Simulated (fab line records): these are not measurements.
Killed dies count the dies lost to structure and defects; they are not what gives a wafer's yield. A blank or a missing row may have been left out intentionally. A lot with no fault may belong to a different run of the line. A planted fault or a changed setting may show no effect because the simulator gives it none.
Which tool was responsible? | flow sky130 | Sampling: 7 lots, 21 wafers, 2 of 708 route steps

== WHAT THE GAUGES READ, wafer by wafer ==
SKY_VT_ADJUST_HVTR_OVL_MEAS_08.
lot  | measured     | on         | VT_ADJUST_HVTR_OVL (nm)
L688 | day 10 09:50 | overlay-02 | 3.4 5.2 2.6
L690 | day 11 02:58 | overlay-01 | 2.1 3.7 2.7
L699 | day 13 20:36 | overlay-01 | 0.1 -0.3 1.0
L701 | day 14 08:37 | overlay-02 | 2.5 2.8 2.3
L704 | day 15 05:43 | overlay-01 | 2.0 1.6 1.7
L706 | day 15 22:59 | overlay-01 | 2.0 0.4 0.0
L708 | day 16 23:19 | overlay-02 | 0.0 0.9 -0.2

== TOOL THAT RAN EACH LOT (tool first, then ch and the chambers of the sampled wafers, then the start) ==
lot  | SKY_NWELL_RTA_28
L688 | rtp anneal-02 ch 0, day 6 02:17
L690 | rtp anneal-01 ch 0, day 6 15:50
L699 | rtp anneal-02 ch 0, day 8 21:47
L701 | rtp anneal-02 ch 0, day 9 08:17
L704 | rtp anneal-01 ch 0, day 10 01:13
L706 | rtp anneal-02 ch 0, day 10 15:59
L708 | rtp anneal-02 ch 0, day 11 12:55
- SKY_NWELL_RTA_28: time 30 s.

== THE ANSWER, worked out from the rows above alone ==
Rule: usual is defined by the lots themselves. The widest of any qualifying gaps counts: lots, ordered by their means at a reading, are off when they make up no more than a third of the lots, leave a main group of 4 or more, and stand apart from it by 3 or more times the standard deviation of that group's means. If all means in a main group match to the digits the tables above print for the reading, that group is not used. Also off: a lot with no number at a reading for which 4 or more lots have one. Where the step has rows for the other lots, those lots are counted as sound.
None of the lots is off at any reading shown; this tells nothing.

== WHAT THE SIMULATOR PUT IN ==
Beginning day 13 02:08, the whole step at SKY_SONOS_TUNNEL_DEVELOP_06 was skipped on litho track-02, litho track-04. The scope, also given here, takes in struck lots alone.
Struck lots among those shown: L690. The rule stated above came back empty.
